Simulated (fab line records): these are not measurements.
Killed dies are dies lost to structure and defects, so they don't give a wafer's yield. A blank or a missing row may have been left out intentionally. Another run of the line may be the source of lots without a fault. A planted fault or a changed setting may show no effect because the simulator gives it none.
fab line records	flow sky130	part 1 of 2: steps 1 to 22 of 33
record lots=5	wafers=15	lastDay=49
route steps=708 shown METAL2@501 VIA2@507 METAL3@532
lots untouched by any fault: they come from a run of this same line in which no faults occurred
startH: start of the lot's first displayed wafer, in hours after the record's first day	waitH: how many hours have passed since the lot's step before this one	" identical to the entry in the row above	L1.1+2: one row covering several wafers at once	- no value present, or no start provided	* or withheld: withheld	< > ~ a bound
route shown NAME@n: a module of which the file shows steps, and the number in the route of the first	usual: mean/standard deviation taken from wafers without a fault	same: alike in all rows	chamber/n: place in a boat	sites: per-site readings	_std_site: how widely they spread, as a standard deviation	_edge_site: inner sites' mean taken away from outer sites' mean	radiusMm: how far each site lies from the wafer's centre	mask NAME#n: copy n	behind: the last tool/chamber to shape the wafer	hold: the reason the lot was held/the length of the hold in hours/how it ended	device: transistor that didn't switch, given as n, p or np	end of line: the same wafers' tests at the end of the route	where a step has no rows: the recipe by itself	killed: the dies lost at the first sort to structure and to defects; this is not the yield of the wafer	map: dies across one wafer; x = killed, . = not, _ = none there
set.NAME: the setting the step ran with; set.NAME@STEP: the setting that earlier step ran with	model.NAME: the simulator's own value behind a step, which no gauge read
lots seen at some steps along the route; tables by step, rows by wafer
services: when a tool's chamber went out of use (startH, in hours from the record's first day, below 0 if earlier), for how many hours, and the reason
## steps
# step SKY_METAL2_ETCH_18
# recipe chemistry=N2/H2	target=BARC	ionEnergyEv=200	biasW=100	pressureMtorr=30	n2FlowSccm=100	h2FlowSccm=200	icpW=500	stopOn=SiO2	timeS=45.9	targetDepthA=600
# usual biasW=99.96/0.26	drypumpMotorCurrentA=5.4/0.54	h2FlowSccm=199.9/0.6	oesProductAu=0.854/0.0047	throttleValvePct=13.225/0.0094
lot.wafer	tool	chamber	startH	waitH	biasW	drypumpMotorCurrentA	h2FlowSccm	oesProductAu	rfHoursCounterH	throttleValvePct
L077.1	rieMetal-04	1	854.57	0.0	99.80	5.0	199.8	0.863	3	13.222
L077.2	"	0	"	"	99.63	6.1	198.7	0.851	8	13.215
L077.6	"	1	"	"	99.77	5.0	199.9	0.864	-	13.195
L079.2	rieMetal-02	0	866.22	0.0	100.08	6.0	198.8	0.854	1	13.231
L079.4	"	0	"	"	100.21	6.0	200.3	0.850	-	13.224
L079.6	"	1	"	"	99.63	4.7	200.6	0.846	-	13.238
L083.4	rieMetal-02	1	894.54	0.0	99.76	4.7	199.4	0.859	-	13.215
L083.5	"	0	"	"	99.92	6.0	199.2	0.854	-	13.239
L083.6	"	1	"	"	99.79	4.7	199.4	0.853	-	13.222
L085.1	rieMetal-01	1	904.19	0.0	99.72	5.1	199.8	0.854	8	13.234
L085.3	"	0	"	"	99.97	5.6	200.6	0.856	-	13.211
L085.4	"	1	"	"	99.84	5.1	199.6	0.858	-	13.231
L092.2	rieMetal-01	1	963.47	0.0	99.81	5.1	199.7	0.848	11	13.224
L092.4	"	0	"	"	99.82	5.6	199.4	0.861	-	13.230
L092.6	"	1	"	"	99.66	5.1	199.8	0.856	-	13.226
# step SKY_METAL2_METAL_ETCH_19
# recipe targetDepthA=3600	stopOn=SiO2	overEtchFrac=0.3	timeS=78	chemistry=Cl2/BCl3	resistSidewallDeg=88	pressureMtorr=10	icpW=900	biasW=48.5	Cl2_flow_sccm=60	bcl3FlowSccm=30
# usual biasW=48.51/0.15	drypumpMotorCurrentA=5.4/0.53	mfcCl2Sccm=60.01/0.19	oesProductAu=0.855/0.0056	throttleValvePct=22.264/0.009
lot.wafer	tool	chamber	startH	waitH	biasW	drypumpMotorCurrentA	mfcCl2Sccm	oesProductAu	rfHoursCounterH	throttleValvePct
L077.1	rieMetal-04	1	854.63	0.0	48.69	5.0	60.02	0.858	3	22.265
L077.2	"	0	"	"	48.67	6.1	60.20	0.852	8	22.256
L077.6	"	1	"	"	48.54	5.0	60.09	0.855	-	22.267
L079.2	rieMetal-02	0	866.28	0.0	48.48	6.0	60.32	0.851	1	22.254
L079.4	"	0	"	"	48.37	6.0	59.97	0.860	-	22.257
L079.6	"	1	"	"	48.48	4.7	60.11	0.853	-	22.255
L083.4	rieMetal-02	1	894.61	0.1	48.49	4.7	60.13	0.858	-	22.254
L083.5	"	0	"	"	48.28	6.0	60.11	0.849	-	22.256
L083.6	"	1	"	"	48.36	4.7	60.08	0.850	-	22.252
L085.1	rieMetal-01	1	904.25	0.0	48.37	5.0	59.67	0.861	8	22.256
L085.3	"	0	"	"	48.49	5.6	60.62	0.848	-	22.259
L085.4	"	1	"	"	48.33	5.0	59.80	0.856	-	22.267
L092.2	rieMetal-01	1	963.53	0.0	48.38	5.1	60.20	0.857	11	22.271
L092.4	"	0	"	"	48.80	5.6	60.27	0.850	-	22.273
L092.6	"	1	"	"	48.40	5.1	60.07	0.857	-	22.262
# step SKY_METAL2_STRIP_20
# recipe chemistry=O2/N2	powerW=1400	pressureMtorr=1500	platenTempC=withheld	o2FlowSccm=3000	n2FlowSccm=300	overashFraction=0.5
# usual drypumpMotorCurrentA=5.7/0.39	oesProductAu=0.343/0.005	stripTimeToEndpointS=2.70/0.049
lot.wafer	tool	chamber	startH	waitH	drypumpMotorCurrentA	oesProductAu	rfHoursCounterH	stripTimeToEndpointS
L077.1	plasmaAsher-01	0	854.72	0.1	5.4	0.346	42	2.70
L077.2	"	1	"	"	6.1	0.341	42	2.64
L077.6	"	1	"	"	6.1	0.339	-	2.71
L079.2	plasmaAsher-04	1	866.37	0.1	6.4	0.348	109	2.66
L079.4	"	0	"	"	5.1	0.345	-	2.69
L079.6	"	0	"	"	5.1	0.350	-	2.74
L083.4	plasmaAsher-01	0	894.70	0.1	5.4	0.342	-	2.76
L083.5	"	0	"	"	5.4	0.341	-	2.70
L083.6	"	1	"	"	6.1	0.349	-	2.79
L085.1	plasmaAsher-04	1	904.34	0.1	6.3	0.349	112	2.73
L085.3	"	1	"	"	6.3	0.345	-	2.65
L085.4	"	0	"	"	5.1	0.349	-	2.72
L092.2	plasmaAsher-01	0	963.62	0.1	5.4	0.342	53	2.76
L092.4	"	0	"	"	5.4	0.342	-	2.71
L092.6	"	1	"	"	6.1	0.338	-	2.75
# step SKY_METAL2_STRIP_21
# recipe chemistry=postEtchResidueRemover	timeS=1200	tempC=72.5
lot.wafer	tool	chamber	startH	waitH
L077.1+2+6	wetBench-03	3	854.82	0.1
L079.2+4+6	wetBench-03	2	866.47	0.1
L083.4+5+6	wetBench-04	0	894.77	0.0
L085.1+3+4	wetBench-04	2	904.44	0.1
L092.2+4+6	wetBench-03	0	963.72	0.1
# step SKY_METAL2_CLEAN_22
# recipe chemistry=IPA	timeS=180	tempC=25
lot.wafer	tool	chamber	startH	waitH
L077.1+2+6	wetBench-04	1	855.16	0.0
L079.2+4+6	wetBench-01	0	866.84	0.0
L083.4+5+6	wetBench-04	0	895.14	0.0
L085.1+3+4	wetBench-03	2	904.78	0.0
L092.2+4+6	wetBench-04	0	964.06	0.0
# step SKY_METAL2_CLEAN_23
# recipe chemistry=O3/DIW	dry=n2Spin
lot.wafer	tool	chamber	startH	waitH
L077.1+2+6	wetBench-01	3	855.22	0.0
L079.2+4+6	wetBench-04	0	866.90	0.0
L083.4+5+6	wetBench-03	1	895.21	0.0
L085.1+3+4	wetBench-01	3	904.84	0.0
L092.2+4+6	wetBench-03	2	964.12	0.0
# step SKY_VIA2_HDPCVD_00
# recipe material=SiO2	targetThkNm=1180	sigmaOpenFrac=0.3	timeS=196.7	tempC=400	sih4FlowSccm=60	pressureMtorr=6
# usual pressureMtorr=6.000/0.012
lot.wafer	tool	chamber	startH	waitH	pressureMtorr
L077.1	hdpcvd-02	0	855.32	0.0	5.998
L077.2	"	2	"	"	6.000
L077.6	"	0	"	"	6.014
L079.2	hdpcvd-01	0	866.99	0.0	5.992
L079.4	"	0	"	"	5.992
L079.6	"	1	"	"	5.985
L083.4	hdpcvd-02	0	895.37	0.1	6.017
L083.5	"	2	"	"	6.005
L083.6	"	1	"	"	6.007
L085.1	hdpcvd-02	1	904.93	0.0	6.018
L085.3	"	0	"	"	6.017
L085.4	"	2	"	"	5.988
L092.2	hdpcvd-01	1	964.33	0.1	6.009
L092.4	"	1	"	"	5.998
L092.6	"	0	"	"	6.005
# step SKY_VIA2_THK_MEAS_01
# recipe reads=SiO2_of_VIA2_HDPCVD_00
# usual VIA2_HDPCVD_THK=1178/13
lot.wafer	tool	chamber	startH	waitH	VIA2_HDPCVD_THK[nm]
L077.1	filmMetro-01	-	855.45	0.1	1167
L077.2	"	-	"	"	1163
L077.6	"	-	"	"	1170
L079.2	filmMetro-02	-	867.13	0.1	1179
L079.4	"	-	"	"	1186
L079.6	"	-	"	"	1195
L083.4	filmMetro-01	-	895.46	0.0	1168
L083.5	"	-	"	"	1177
L083.6	"	-	"	"	1173
L085.1	filmMetro-04	-	905.06	0.1	1164
L085.3	"	-	"	"	1160
L085.4	"	-	"	"	1169
L092.2	filmMetro-04	-	964.46	0.1	1179
L092.4	"	-	"	"	1189
L092.6	"	-	"	"	1163
# step SKY_VIA2_CMP_02
# recipe material=SiO2	downForcePsi=4	platenRpm=60	padVelocityMS=0.94248
# usual motorCurrentA=11.7/1.8	slurryFilterDpKPa=13.51/0.14
lot.wafer	tool	chamber	startH	waitH	motorCurrentA	slurryFilterDpKPa
L077.2	cmp-02	2	855.51	0.0	10.9	13.23
L077.1	"	3	"	"	10.3	13.41
L077.6	"	2	"	"	11.5	13.82
L079.4	cmp-01	0	867.18	0.0	13.4	13.26
L079.2	"	1	"	"	11.6	13.49
L079.6	"	1	"	"	10.7	13.49
L083.4	cmp-01	3	895.51	0.0	9.8	13.55
L083.5	"	3	"	"	9.8	13.19
L083.6	"	0	"	"	12.8	13.61
L085.1	cmp-01	1	905.12	0.1	11.5	13.41
L085.3	"	2	"	"	10.0	13.47
L085.4	"	0	"	"	13.2	13.58
L092.4	cmp-01	2	964.64	0.1	9.7	13.51
L092.2	"	0	"	"	13.1	13.48
L092.6	"	2	"	"	9.7	13.34
# step SKY_VIA2_BOW_MEAS_03
# recipe mode=bow
# usual VIA2_BOW=85/8.1
lot.wafer	tool	chamber	startH	waitH	VIA2_BOW[um]
L077.1	filmMetro-04	-	855.81	0.2	73
L077.2	"	-	"	"	78
L077.6	"	-	"	"	78
L079.2	filmMetro-01	-	867.50	0.2	84
L079.4	"	-	"	"	88
L079.6	"	-	"	"	88
L083.4	filmMetro-02	-	895.87	0.3	88
L083.5	"	-	"	"	87
L083.6	"	-	"	"	79
L085.1	filmMetro-01	-	905.42	0.2	89
L085.3	"	-	"	"	83
L085.4	"	-	"	"	92
L092.2	filmMetro-04	-	964.91	0.1	82
L092.4	"	-	"	"	83
L092.6	"	-	"	"	81
# step SKY_VIA2_DEHYDRATE_04
# recipe tempC=200	timeS=60
# usual plateTempC=199.99/0.17	resistLineTempC=23.02/0.12
lot.wafer	tool	chamber	startH	waitH	plateTempC	resistLineTempC
L077.1	lithoTrack-01	0	868.13	12.3	200.01	23.01
L077.2	"	0	"	"	199.96	22.88
L077.6	"	0	"	"	199.91	23.07
L079.2	lithoTrack-02	0	879.82	12.3	200.07	23.00
L079.4	"	0	"	"	199.91	22.94
L079.6	"	0	"	"	200.12	23.10
L083.4	lithoTrack-03	0	906.99	11.1	200.17	22.87
L083.5	"	0	"	"	200.09	22.99
L083.6	"	0	"	"	200.01	23.03
L085.1	lithoTrack-02	0	917.70	12.3	200.04	22.81
L085.3	"	0	"	"	200.08	23.05
L085.4	"	0	"	"	200.08	22.80
L092.2	lithoTrack-01	0	976.21	11.3	199.34	23.06
L092.4	"	0	"	"	200.04	23.06
L092.6	"	0	"	"	199.83	23.17
# step SKY_VIA2_HMDS_05
# recipe primeTimeS=60	primeTempC=120
# usual resistLineTempC=23.02/0.1
lot.wafer	tool	chamber	startH	waitH	resistLineTempC
L077.1	lithoTrack-01	0	868.28	0.1	23.07
L077.2	"	0	"	"	23.14
L077.6	"	0	"	"	23.16
L079.2	lithoTrack-02	0	879.97	0.1	23.11
L079.4	"	0	"	"	23.00
L079.6	"	0	"	"	23.15
L083.4	lithoTrack-03	0	907.14	0.1	22.89
L083.5	"	0	"	"	23.06
L083.6	"	0	"	"	23.02
L085.1	lithoTrack-02	0	917.85	0.1	23.03
L085.3	"	0	"	"	23.05
L085.4	"	0	"	"	22.95
L092.2	lithoTrack-01	0	976.36	0.1	22.93
L092.4	"	0	"	"	22.97
L092.6	"	0	"	"	23.03
# step SKY_VIA2_COAT_06
# recipe resist=BARC	tempC=withheld	timeS=withheld	spinRpm=3000	resistThkNm=60
# usual resistLineTempC=*
lot.wafer	tool	chamber	startH	waitH	resistLineTempC
L077.1	lithoTrack-01	0	868.43	0.1	*
L077.2	"	0	"	"	*
L077.6	"	0	"	"	*
L079.2	lithoTrack-02	0	880.12	0.1	*
L079.4	"	0	"	"	*
L079.6	"	0	"	"	*
L083.4	lithoTrack-03	0	907.29	0.1	*
L083.5	"	0	"	"	*
L083.6	"	0	"	"	*
L085.1	lithoTrack-02	0	918.00	0.1	*
L085.3	"	0	"	"	*
L085.4	"	0	"	"	*
L092.2	lithoTrack-01	0	976.51	0.1	*
L092.4	"	0	"	"	*
L092.6	"	0	"	"	*
# step SKY_VIA2_COAT_07
# recipe resist=KrF-thick	spinRpm=3000	resistThkNm=450
# usual resistLineTempC=22.99/0.098
lot.wafer	tool	chamber	startH	waitH	resistLineTempC
L077.1	lithoTrack-01	0	-	-	22.96
L077.2	"	0	"	"	22.92
L077.6	"	0	"	"	23.02
L079.2	lithoTrack-02	0	-	-	22.72
L079.4	"	0	"	"	22.97
L079.6	"	0	"	"	22.90
L083.4	lithoTrack-03	0	-	-	23.05
L083.5	"	0	"	"	23.09
L083.6	"	0	"	"	23.17
L085.1	lithoTrack-02	0	-	-	22.79
L085.3	"	0	"	"	22.98
L085.4	"	0	"	"	23.12
L092.2	lithoTrack-01	0	-	-	22.82
L092.4	"	0	"	"	22.89
L092.6	"	0	"	"	22.91
# step SKY_VIA2_SOFTBAKE_08
# recipe tempC=100	timeS=90	resist=KrF-thick
# usual plateTempC=100.00/0.13	resistLineTempC=22.98/0.11
lot.wafer	tool	chamber	startH	waitH	plateTempC	resistLineTempC
L077.1	lithoTrack-01	0	-	-	99.85	23.12
L077.2	"	0	"	"	99.81	22.83
L077.6	"	0	"	"	99.85	22.81
L079.2	lithoTrack-02	0	-	-	99.87	22.92
L079.4	"	0	"	"	100.06	22.90
L079.6	"	0	"	"	100.02	22.83
L083.4	lithoTrack-03	0	-	-	99.86	23.07
L083.5	"	0	"	"	99.77	22.90
L083.6	"	0	"	"	99.76	22.99
L085.1	lithoTrack-02	0	-	-	100.21	22.87
L085.3	"	0	"	"	99.93	22.84
L085.4	"	0	"	"	100.01	22.91
L092.2	lithoTrack-01	0	-	-	100.04	22.81
L092.4	"	0	"	"	99.93	22.85
L092.6	"	0	"	"	100.16	22.95
# step SKY_VIA2_EXPOSE_09
# recipe maskId=VIM2	na=0.8	sourceShape=annular	sigmaInner=0.55	sigmaOuter=0.85	targetCdNm=200	doseMj=38
# usual exposureDoseMJCm2=38.00/0.043	stageVelMmS=500.03/0.25
# same na=0.8
lot.wafer	tool	chamber	startH	waitH	mask	exposureDoseMJCm2	stageVelMmS
L077.1	krfScanner-02	0	-	-	VIM2#0	38.00	500.24
L077.2	"	0	"	"	VIM2#0	38.00	500.56
L077.6	"	0	"	"	VIM2#0	38.04	500.32
L079.2	krfScanner-01	0	-	-	VIM2#0	38.06	500.14
L079.4	"	0	"	"	VIM2#0	38.07	500.27
L079.6	"	0	"	"	VIM2#0	38.03	499.86
L083.4	krfScanner-01	0	-	-	VIM2#0	37.97	499.48
L083.5	"	0	"	"	VIM2#0	37.95	499.53
L083.6	"	0	"	"	VIM2#0	37.94	499.66
L085.1	krfScanner-02	0	-	-	VIM2#0	37.95	500.11
L085.3	"	0	"	"	VIM2#0	37.98	500.07
L085.4	"	0	"	"	VIM2#0	37.97	500.21
L092.2	krfScanner-02	0	-	-	VIM2#0	38.07	500.15
L092.4	"	0	"	"	VIM2#0	38.05	500.35
L092.6	"	0	"	"	VIM2#0	38.00	500.09
# step SKY_VIA2_PEB_10
# recipe pebTempC=withheld	pebTimeS=withheld	resist=KrF-thick
# usual resistLineTempC=*
lot.wafer	tool	chamber	startH	waitH	resistLineTempC
L077.1	lithoTrack-02	0	-	-	*
L077.2	"	0	"	"	*
L077.6	"	0	"	"	*
L079.2	lithoTrack-01	0	-	-	*
L079.4	"	0	"	"	*
L079.6	"	0	"	"	*
L083.4	lithoTrack-01	0	-	-	*
L083.5	"	0	"	"	*
L083.6	"	0	"	"	*
L085.1	lithoTrack-02	0	-	-	*
L085.3	"	0	"	"	*
L085.4	"	0	"	"	*
L092.2	lithoTrack-02	0	-	-	*
L092.4	"	0	"	"	*
L092.6	"	0	"	"	*
# step SKY_VIA2_DEVELOP_11
# recipe developTimeS=60	resist=KrF-thick	devTempC=21
# usual resistLineTempC=22.99/0.11
# same developTimeS=60
lot.wafer	tool	chamber	startH	waitH	resistLineTempC
L077.1	lithoTrack-02	0	-	-	23.13
L077.2	"	0	"	"	23.09
L077.6	"	0	"	"	23.08
L079.2	lithoTrack-01	0	-	-	22.76
L079.4	"	0	"	"	22.95
L079.6	"	0	"	"	22.95
L083.4	lithoTrack-01	0	-	-	22.90
L083.5	"	0	"	"	23.17
L083.6	"	0	"	"	23.18
L085.1	lithoTrack-02	0	-	-	22.97
L085.3	"	0	"	"	23.03
L085.4	"	0	"	"	22.92
L092.2	lithoTrack-02	0	-	-	22.91
L092.4	"	0	"	"	23.00
L092.6	"	0	"	"	22.90
# step SKY_VIA2_CD_MEAS_12
# recipe targetCdNm=200
# usual cdNm=200.3/1.2
lot.wafer	tool	chamber	startH	waitH	cdNm
L077.1	cdSem-02	-	881.75	-	200.3
L077.2	"	-	"	"	200.5
L077.6	"	-	"	"	200.7
L079.2	cdSem-02	-	894.00	-	201.4
L079.4	"	-	"	"	200.5
L079.6	"	-	"	"	202.3
L083.4	cdSem-01	-	920.09	-	200.4
L083.5	"	-	"	"	201.7
L083.6	"	-	"	"	202.0
L085.1	cdSem-01	-	931.25	-	199.8
L085.3	"	-	"	"	201.4
L085.4	"	-	"	"	200.9
L092.2	cdSem-02	-	988.82	-	197.3
L092.4	"	-	"	"	200.0
L092.6	"	-	"	"	200.2
# step SKY_VIA2_OVL_MEAS_13
# usual VIA2_OVL=0/5.7
lot.wafer	tool	chamber	startH	waitH	VIA2_OVL[nm]
L077.1	overlay-01	-	881.87	0.1	11
L077.2	"	-	"	"	9
L077.6	"	-	"	"	4
L079.2	overlay-02	-	894.11	0.1	9
L079.4	"	-	"	"	10
L079.6	"	-	"	"	11
L083.4	overlay-02	-	920.17	0.1	-11
L083.5	"	-	"	"	-11
L083.6	"	-	"	"	-6
L085.1	overlay-01	-	931.37	0.1	3
L085.3	"	-	"	"	0
L085.4	"	-	"	"	3
L092.2	overlay-02	-	988.93	0.1	-1
L092.4	"	-	"	"	-5
L092.6	"	-	"	"	-4
# step SKY_VIA2_ETCH_14
# recipe chemistry=N2/H2	target=BARC	ionEnergyEv=200	sourceW=500	biasW=100	pressureMtorr=30	n2FlowSccm=100	h2FlowSccm=200	stopOn=SiO2	timeS=45.9	targetDepthA=600
# usual biasW=99.97/0.29	drypumpMotorCurrentA=5.5/0.48	h2FlowSccm=199.9/0.65	oesProductAu=0.853/0.005	throttleValvePct=13.225/0.0089
lot.wafer	tool	chamber	startH	waitH	biasW	drypumpMotorCurrentA	h2FlowSccm	oesProductAu	rfHoursCounterH	throttleValvePct
L077.1	rieDiel-01	2	881.90	0.0	99.41	5.5	200.4	0.852	6	13.239
L077.2	"	0	"	"	100.10	6.2	199.4	0.854	12	13.223
L077.6	"	2	"	"	99.96	5.5	199.5	0.860	-	13.220
L079.2	rieDiel-04	2	894.14	0.0	99.91	6.5	199.9	0.853	8	13.236
L079.4	"	2	"	"	99.64	6.5	199.5	0.846	-	13.214
L079.6	"	3	"	"	100.19	5.9	200.2	0.852	-	13.214
L083.4	rieDiel-02	1	920.19	0.0	99.55	5.5	199.6	0.855	22	13.219
L083.5	"	3	"	"	100.02	5.4	199.3	0.856	-	13.217
L083.6	"	2	"	"	100.08	4.9	200.0	0.849	-	13.241
L085.1	rieDiel-01	1	931.41	0.0	100.71	5.2	199.7	0.861	10	13.218
L085.3	"	2	"	"	100.24	5.5	201.0	0.854	7	13.238
L085.4	"	2	"	"	99.93	5.4	200.0	0.854	-	13.209
L092.2	rieDiel-01	0	988.96	0.0	100.04	6.2	199.3	0.850	16	13.220
L092.4	"	3	"	"	99.67	4.8	200.1	0.852	14	13.230
L092.6	"	3	"	"	100.00	4.9	200.1	0.850	-	13.230
# step SKY_VIA2_ETCH_15
# recipe target=SiO2	chemistry=C4F8/O2/Ar	targetDepthNm=546	stopOn=TiN	maskMaterial=KrF-thick	sourceW=1500	biasW=1200	pressureMtorr=40	c4f8FlowSccm=withheld	O2_flow_sccm=6	Ar_flow_sccm=300	timeS=84
# usual biasW=1200/3.5	oesProductAu=0.940/0.0047
lot.wafer	tool	chamber	startH	waitH	biasW	oesProductAu	rfHoursCounterH
L077.1	rieDiel-01	2	881.95	0.0	1198	0.944	6
L077.2	"	0	"	"	1200	0.943	12
L077.6	"	2	"	"	1197	0.941	-
L079.2	rieDiel-04	2	894.18	0.0	1204	0.947	8
L079.4	"	2	"	"	1201	0.943	-
L079.6	"	3	"	"	1202	0.935	-
L083.4	rieDiel-02	1	920.23	0.0	1203	0.936	22
L083.5	"	3	"	"	1200	0.946	-
L083.6	"	2	"	"	1206	0.929	-
L085.1	rieDiel-01	1	931.45	0.0	1198	0.935	10
L085.3	"	2	"	"	1201	0.934	7
L085.4	"	2	"	"	1201	0.945	-
L092.2	rieDiel-01	0	989.00	0.0	1194	0.936	16
L092.4	"	3	"	"	1199	0.941	14
L092.6	"	3	"	"	1199	0.930	-
